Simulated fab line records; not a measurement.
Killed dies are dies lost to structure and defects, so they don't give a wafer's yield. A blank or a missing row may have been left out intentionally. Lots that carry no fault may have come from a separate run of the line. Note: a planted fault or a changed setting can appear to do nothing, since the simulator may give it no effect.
Which tool did it?    flow gf180mcu    48 wafers from 16 lots sampled at 5 of the route's 602 steps

== WHAT THE GAUGES READ, wafer by wafer ==
GF_STI_THK_MEAS_02. Usual: STI_OXIDATION_THK 10.10 nm, standard deviation 0.17.
lot   measured     on             STI_OXIDATION_THK (nm)  flag
L982  day 1 16:35  film metro-03  10.05 10.10 10.09       
L983  day 1 21:31  film metro-01  10.36 10.40 10.37       
L984  day 2 03:06  film metro-01  10.18 10.22 10.14       
L985  day 2 07:31  film metro-02  10.16 9.82 10.20        
L986  day 2 12:31  film metro-02  10.24 10.30 10.06       
L987  day 2 17:31  film metro-02  10.25 10.09 10.15       
L988  day 2 22:31  film metro-02  10.25 10.08 10.04       
L989  day 3 03:32  film metro-03  10.14 10.17 10.34       
L990  day 3 09:23  film metro-02  9.94 10.26 10.32        
L991  day 3 13:32  film metro-03  10.14 10.08 10.15       
L992  day 3 19:20  film metro-03  10.20 10.10 10.21       
L993  day 4 01:48  film metro-01  10.07 10.21 10.14       
L995  day 4 10:11  film metro-01  10.07 10.09 10.16       
L996  day 4 14:31  film metro-02  9.97 10.15 10.03        
L100  day 5 10:31  film metro-03  9.89 9.82 9.96          
L102  day 5 20:32  film metro-02  10.00 9.97 9.94         

GF_STI_THK_MEAS_04. Usual: STI_CVD_03_THK 208.6 nm, standard deviation 1.8.
lot   measured     on             STI_CVD_03_THK (nm)  flag
L982  day 1 18:38  film metro-02  209.2 209.0 209.4    
L983  day 1 23:34  film metro-03  208.3 210.1 210.0    
L984  day 2 05:09  film metro-02  210.7 210.9 208.9    
L985  day 2 09:34  film metro-03  208.9 208.6 207.9    
L986  day 2 14:34  film metro-03  207.8 208.0 207.6    
L987  day 2 19:34  film metro-03  209.1 210.8 208.3    
L988  day 3 00:34  film metro-01  211.5 210.0 209.7    
L989  day 3 05:35  film metro-01  210.5 210.6 209.8    
L990  day 3 11:26  film metro-03  209.4 209.1 209.6    
L991  day 3 15:35  film metro-01  209.1 209.2 210.6    
L992  day 3 21:23  film metro-01  208.7 207.4 209.6    
L993  day 4 03:51  film metro-02  208.8 208.4 209.2    
L995  day 4 12:14  film metro-01  209.7 209.2 208.3    
L996  day 4 16:34  film metro-03  210.0 211.0 212.3    
L100  day 5 12:34  film metro-01  207.6 208.1 207.4    
L102  day 6 04:19  film metro-01  205.8 205.9 206.0    

GF_HV_LDD_THK_MEAS_55. Usual: HV_LDD_CVD_54_THK 10.01 nm, standard deviation 0.11.
lot   measured      on             HV_LDD_CVD_54_THK (nm)  flag
L982  day 12 22:24  film metro-04  10.19 10.06 10.25       
L983  day 13 00:52  film metro-04  10.03 9.84 9.99         
L984  day 13 09:11  film metro-03  10.03 10.04 10.01       
L985  day 13 19:45  film metro-03  9.97 10.01 10.00        
L986  day 13 23:40  film metro-02  10.13 10.23 10.17       
L987  day 14 07:46  film metro-03  9.93 10.09 9.84         
L988  day 14 17:52  film metro-03  10.01 10.16 10.07       
L989  day 15 04:28  film metro-04  9.90 10.02 10.11        
L990  day 15 08:50  film metro-03  10.00 9.92 9.94         
L991  day 16 00:25  film metro-04  10.00 10.03 10.11       
L992  day 16 06:00  film metro-02  9.79 9.87 9.90          
L993  day 16 12:51  film metro-04  9.88 9.96 10.01         
L995  day 17 06:12  film metro-03  10.04 9.94 9.95         
L996  day 17 12:07  film metro-04  9.77 9.87 9.84          
L100  day 18 19:44  film metro-03  10.06 10.13 9.96        
L102  day 19 18:45  film metro-03  9.86 9.95 9.93          

GF_NSD_CD_MEAS_07 targets a cd of 400 nm. Usual: cd nm 398.6 nm, standard deviation 2.4.
lot   measured      on         cd nm (nm)                           flag
L982  day 13 19:41  cd sem-02  401.4 398.5 400.1                    
L983  day 13 23:35  cd sem-02  394.4 397.5 393.8                    
L984  day 14 06:54  cd sem-02  397.9 398.1 399.3                    
L985  day 14 17:43  cd sem-01  400.1 399.2 401.5                    
L986  day 14 21:48  cd sem-01  397.8 397.4 396.0                    
L987  day 15 06:39  cd sem-01  398.1 396.7 397.8                    
L988  day 15 17:59  cd sem-02  394.5 396.6 392.9                    
L989  day 16 03:42  cd sem-02  401.0 400.2 397.6                    
L990  day 16 08:04  cd sem-02  402.0 402.4 400.6                    
L991  day 16 23:54  cd sem-02  401.4 400.2 402.5                    
L992  day 17 06:31  cd sem-01  402.0 402.1 402.1                    
L993  day 17 13:50  cd sem-01  399.0 396.2 398.7                    
L995  day 18 07:56  cd sem-02  351.1 354.2 354.0 351.3 354.1 353.7  OFF
L996  day 18 15:11  cd sem-02  351.7 349.8 351.9 351.6 349.6 351.3  OFF
L100  day 19 21:13  cd sem-01  370.9 370.1 370.8 371.1 370.2 371.6  OFF
L102  day 20 20:00  cd sem-01  377.4 377.5 376.3 377.1 377.3 376.9  OFF

== WHICH TOOL RAN EACH LOT (tool, then ch and the chambers of the sampled wafers, then the start) ==
lot   GF_NSD_EXPOSE_04
L982  iline stepper-01 ch 0, day 13 09:56
L983  iline stepper-02 ch 0, day 13 13:36
L984  iline stepper-01 ch 0, day 13 20:46
L985  iline stepper-01 ch 0, day 14 07:35
L986  iline stepper-01 ch 0, day 14 11:39
L987  iline stepper-01 ch 0, day 14 19:58
L988  iline stepper-01 ch 0, day 15 07:08
L989  iline stepper-01 ch 0, day 15 16:45
L990  iline stepper-01 ch 0, day 15 21:14
L991  iline stepper-01 ch 0, day 16 13:04
L992  iline stepper-02 ch 0, day 16 18:48
L993  iline stepper-02 ch 0, day 17 02:41
L995  iline stepper-01 ch 0, day 17 20:29
L996  iline stepper-01 ch 0, day 18 03:19
L100  iline stepper-01 ch 0, day 19 09:21
L102  iline stepper-01 ch 0, day 20 07:49
- GF_NSD_EXPOSE_04: exposes mask Nplus, target cd 400 nm.

== AS READ BY THE TOOLS THEMSELVES (means over the sampled wafers that have a number; for cases with no such wafer, the mark the record gives instead) ==
GF_NSD_EXPOSE_04. Usual: exposure dose mJ cm2 139.88, standard deviation 0.13; stage vel mm s 499.98 mm/s, standard deviation 0.27.
lot   tool              exposure dose mJ cm2  stage vel mm s (mm/s)  flag
L982  iline stepper-01  139.77                500.02                 
L983  iline stepper-02  140.10                499.98                 
L984  iline stepper-01  139.87                499.91                 
L985  iline stepper-01  139.90                499.99                 
L986  iline stepper-01  139.88                500.20                 
L987  iline stepper-01  139.74                499.96                 
L988  iline stepper-01  139.79                499.56                 
L989  iline stepper-01  139.68                500.09                 
L990  iline stepper-01  139.94                499.64                 
L991  iline stepper-01  139.79                499.99                 
L992  iline stepper-02  139.76                499.95                 
L993  iline stepper-02  139.99                499.99                 
L995  iline stepper-01  119.00                500.10                 OFF
L996  iline stepper-01  119.07                499.82                 OFF
L100  iline stepper-01  126.43                499.81                 OFF
L102  iline stepper-01  129.30                499.89                 OFF

== THE ANSWER, worked out from the rows above alone ==
Rule: lot off if the mean of its wafers having a number is beyond 3 standard deviations from the usual mean. Also off: a lot with no number at a reading for which 4 or more lots have one. Any other lot the step has rows for is counted as sound. After the gauges, taken in route order, come the tools' own readings; for these a lot's mean is taken, as printed above. The first step at which some lot is off is used, and at that step the reading that is off furthest; a lot without a number counts as furthest.
Off: L995, L996, L100, L102, at GF_NSD_CD_MEAS_07 (cd nm).
A tool fits if, at a process step before that reading, it ran every lot that is off, and no sound lot after the first of them. The gauges at GF_NSD_CD_MEAS_07 aren't tried: what is off there is off at GF_NSD_EXPOSE_04 too, on other tools, and a gauge's error can't cause that. One fits: GF_NSD_EXPOSE_04 on iline stepper-01. A fault onset in the window from L991 (day 16 13:04, its last sound lot) to L995 (day 17 20:29, its first lot off) fits.
The tool's own readings at GF_NSD_EXPOSE_04 bear it out: on the lots that are off they differ by more than 5 times the standard deviation of the sound lots' means. exposure dose mJ cm2 reads 123.45 there against 139.85 on the sound lots.

== WHAT WAS PUT IN BY THE SIMULATOR ==
Process parameters drifting: iline stepper-01 at GF_NSD_EXPOSE_04, beginning at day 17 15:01. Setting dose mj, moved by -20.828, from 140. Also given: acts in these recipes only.
Shown lots that were struck: L995, L996, L100, L102. The rule above reached the same finding.
